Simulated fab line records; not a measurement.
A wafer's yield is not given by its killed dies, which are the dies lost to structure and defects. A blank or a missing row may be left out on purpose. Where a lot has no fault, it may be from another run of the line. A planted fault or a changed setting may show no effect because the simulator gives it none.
Which of the tools did it? ; flow sky130 ; 33 wafers from 11 lots sampled at 6 of the route's 708 steps

== WHAT THE GAUGES READ, wafer by wafer ==
SKY_SONOS_ONO_OVL_MEAS_14. Usual: SONOS_ONO_OVL gives 0.6 nm (standard deviation 1.1).
lot;measured;on;SONOS_ONO_OVL (nm);flag
L214;day 13 14:16;overlay-01;-0.9 -1.6 -1.8;
L216;day 14 02:30;overlay-02;0.9 0.6 1.6;
L217;day 14 05:42;overlay-02;1.9 -0.8 1.4;
L219;day 15 02:24;overlay-02;1.4 0.9 0.4;
L220;day 15 13:07;overlay-01;2.1 0.8 1.0;
L223;day 16 21:30;overlay-01;1.2 1.2 1.0;
L224;day 17 02:36;overlay-02;0.6 -2.4 0.4;
L229;day 18 21:25;overlay-01;-0.1 -0.5 0.4;
L231;day 19 07:20;overlay-01;-0.9 -0.2 -0.3;
L234;day 20 04:55;overlay-01;1.6 2.8 0.9;
L235;day 20 21:06;overlay-01;2.6 1.8 -0.1;

SKY_POLY_GATE_THK_MEAS_21. Usual: POLY_GATE_OXIDATION_THK gives 4.01 nm (standard deviation 0.1).
lot;measured;on;POLY_GATE_OXIDATION_THK (nm);flag
L214;day 17 12:37;film_metro-02;4.03 3.94 3.97;
L216;day 18 00:55;film_metro-01;4.10 4.13 4.11;
L217;day 18 06:06;film_metro-03;3.85 3.90 3.85;
L219;day 19 03:07;film_metro-02;3.86 3.92 3.86;
L220;day 19 18:26;film_metro-01;4.13 4.09 4.05;
L223;day 21 05:54;film_metro-03;3.95 3.98 3.99;
L224;day 21 11:19;film_metro-02;3.89 3.90 3.96;
L229;day 23 04:44;film_metro-01;4.00 4.08 4.06;
L231;day 23 16:39;film_metro-03;4.04 4.20 4.16;
L234;day 24 11:51;film_metro-03;4.09 4.02 4.09;
L235;day 25 03:26;film_metro-02;4.14 4.14 4.11;

SKY_LDD_N_TW_MEAS_17. Usual: LDD_N_TW gives 2600 (standard deviation 20).
lot;measured;on;LDD_N_TW;flag
L214;day 18 19:22;film_metro-02;2592 2597 2597;
L216;day 19 08:25;film_metro-02;2591 2578 2580;
L217;day 19 13:16;film_metro-04;2623 2617 2622;
L219;day 20 11:25;film_metro-04;2637 2615 2620;
L220;day 21 02:11;film_metro-01;2571 2575 2570;
L223;day 22 13:55;film_metro-01;3008 3026 3020;OFF
L224;day 22 19:01;film_metro-04;3058 3067 3053;OFF
L229;day 24 12:23;film_metro-01;2557 2572 2570;
L231;day 24 23:36;film_metro-04;2629 2628 2640;
L234;day 25 18:47;film_metro-02;2594 2586 2597;
L235;day 26 10:25;film_metro-02;2584 2585 2577;

== EACH LOT AND THE TOOL THAT RAN IT (in order: tool; ch and the chambers of the sampled wafers; start) ==
lot;SKY_VT_ADJUST_PCH_STRIP_09;SKY_LDD_N_IMPLANT_08;SKY_LDD_N_STRIP_16
L214;plasma_asher-02 ch 0,1, day 11 09:01;implanter-02 ch 0, day 18 18:04;plasma_asher-04 ch 0,1, day 18 19:16
L216;plasma_asher-03 ch 0, day 11 19:01;implanter-04 ch 0, day 19 07:07;plasma_asher-04 ch 0,1, day 19 08:19
L217;plasma_asher-02 ch 0,1, day 11 22:37;implanter-04 ch 0, day 19 11:58;plasma_asher-04 ch 0,1, day 19 13:10
L219;plasma_asher-02 ch 0,1, day 12 16:17;implanter-01 ch 0, day 20 10:07;plasma_asher-02 ch 0,1, day 20 11:19
L220;plasma_asher-04 ch 0, day 13 01:07;implanter-02 ch 0, day 21 00:53;plasma_asher-04 ch 0,1, day 21 02:05
L223;plasma_asher-03 ch 0,1, day 14 07:04;implanter-04 ch 0, day 22 12:37;plasma_asher-04 ch 0,1, day 22 13:49
L224;plasma_asher-03 ch 0,1, day 14 13:49;implanter-04 ch 0, day 22 17:43;plasma_asher-01 ch 0,1, day 22 18:55
L229;plasma_asher-03 ch 0,1, day 16 00:50;implanter-01 ch 0, day 24 11:05;plasma_asher-04 ch 0,1, day 24 12:16
L231;plasma_asher-02 ch 0,1, day 16 13:21;implanter-01 ch 0, day 24 22:20;plasma_asher-01 ch 0,1, day 24 23:31
L234;plasma_asher-04 ch 0,1, day 17 09:28;implanter-01 ch 0, day 25 17:29;plasma_asher-02 ch 0,1, day 25 18:40
L235;plasma_asher-03 ch 0,1, day 18 03:43;implanter-04 ch 0, day 26 09:07;plasma_asher-01 ch 0,1, day 26 10:19
- SKY_VT_ADJUST_PCH_STRIP_09: strips in O2/N2.
- SKY_LDD_N_IMPLANT_08
- SKY_LDD_N_STRIP_16: strips in O2/N2.

== AS READ BY THE TOOLS THEMSELVES (means over the sampled wafers that have a number; for cases with no such wafer, the mark the record gives instead) ==
SKY_VT_ADJUST_PCH_STRIP_09. Usual: chamber_pressure_mTorr 1499.9 mTorr, standard deviation 1.4; drypump_motor_current_A 5.7 A, standard deviation 0.55; oes_product_au 0.722 a.u., standard deviation 0.0042; strip_time_to_endpoint_s 36.94 s, standard deviation 0.091.
lot;tool;chamber_pressure_mTorr (mTorr);drypump_motor_current_A (A);oes_product_au (a.u.);strip_time_to_endpoint_s (s);flag
L214;plasma_asher-02;1499.7;6.3;0.722;36.80;
L216;plasma_asher-03;1499.9;5.6;0.720;36.96;
L217;plasma_asher-02;1499.9;6.4;0.720;36.91;
L219;plasma_asher-02;1500.1;6.4;0.723;36.78;
L220;plasma_asher-04;1499.6;4.7;0.724;37.02;
L223;plasma_asher-03;1500.0;5.5;0.724;36.86;
L224;plasma_asher-03;1499.3;5.5;0.726;36.95;
L229;plasma_asher-03;1500.3;5.5;0.719;36.89;
L231;plasma_asher-02;1499.7;6.3;0.721;37.02;
L234;plasma_asher-04;1499.8;5.2;0.723;36.95;
L235;plasma_asher-03;1500.4;5.6;0.721;37.07;

SKY_LDD_N_IMPLANT_08. Usual: beam_on_s 9.98 s, standard deviation 0.2; dose_ions_cm2 7.501e+13, standard deviation 6.3e+10; faraday_current_uA 424, standard deviation 8.4.
lot;tool;beam_on_s (s);dose_ions_cm2;faraday_current_uA;flag
L214;implanter-02;10.14;7.508e+13;416;
L216;implanter-04;10.11;7.505e+13;417;
L217;implanter-04;9.95;7.497e+13;425;
L219;implanter-01;10.00;7.501e+13;423;
L220;implanter-02;9.82;7.495e+13;431;
L223;implanter-04;88.79;8.334e+14;530;OFF
L224;implanter-04;89.08;8.333e+14;527;OFF
L229;implanter-01;10.20;7.495e+13;414;
L231;implanter-01;10.04;7.501e+13;422;
L234;implanter-01;10.09;7.498e+13;419;
L235;implanter-04;10.00;7.494e+13;423;

SKY_LDD_N_STRIP_16. Usual: chamber_pressure_mTorr 1499.8 mTorr, standard deviation 1.5; drypump_motor_current_A 5.7 A, standard deviation 0.57; oes_product_au 0.407 a.u., standard deviation 0.0048; strip_time_to_endpoint_s 4.310 s, standard deviation 0.018.
lot;tool;chamber_pressure_mTorr (mTorr);drypump_motor_current_A (A);oes_product_au (a.u.);strip_time_to_endpoint_s (s);flag
L214;plasma_asher-04;1499.8;4.9;0.406;4.313;
L216;plasma_asher-04;1499.8;5.1;0.410;4.332;
L217;plasma_asher-04;1500.8;5.2;0.405;4.326;
L219;plasma_asher-02;1499.9;6.3;0.403;4.306;
L220;plasma_asher-04;1499.5;4.9;0.413;4.306;
L223;plasma_asher-04;1500.2;4.9;0.406;5.866;OFF
L224;plasma_asher-01;1498.9;5.7;0.408;5.870;OFF
L229;plasma_asher-04;1501.3;5.1;0.406;4.299;
L231;plasma_asher-01;1499.9;5.7;0.407;4.322;
L234;plasma_asher-02;1498.4;6.3;0.408;4.319;
L235;plasma_asher-01;1499.6;5.7;0.402;4.284;

== THE ANSWER, worked out from the rows above alone ==
Rule: a lot is off if the mean of its wafers that have a number lies more than 3 standard deviations from the usual mean. Also off: a lot with no number at a reading for which 4 or more lots have one. The other lots that the step has rows for count as sound. The gauges are gone through in route order, then the tools' own readings, and for those a lot's mean is taken as printed above. The first step at which some lot is off is used, and at that step the reading that is off furthest; a lot without a number counts as furthest.
Off: L223, L224, at SKY_LDD_N_TW_MEAS_17 (LDD_N_TW).
If a tool, at a process step before that reading, ran all the lots that are off and no sound lot after the first of them, it fits. Not tried: the gauges at SKY_LDD_N_TW_MEAS_17; whatever is off there is also off at SKY_LDD_N_IMPLANT_08, on other tools, and gauge error can't account for it. No candidate that was tried fits.

== WHAT THE SIMULATOR HAD INSERTED ==
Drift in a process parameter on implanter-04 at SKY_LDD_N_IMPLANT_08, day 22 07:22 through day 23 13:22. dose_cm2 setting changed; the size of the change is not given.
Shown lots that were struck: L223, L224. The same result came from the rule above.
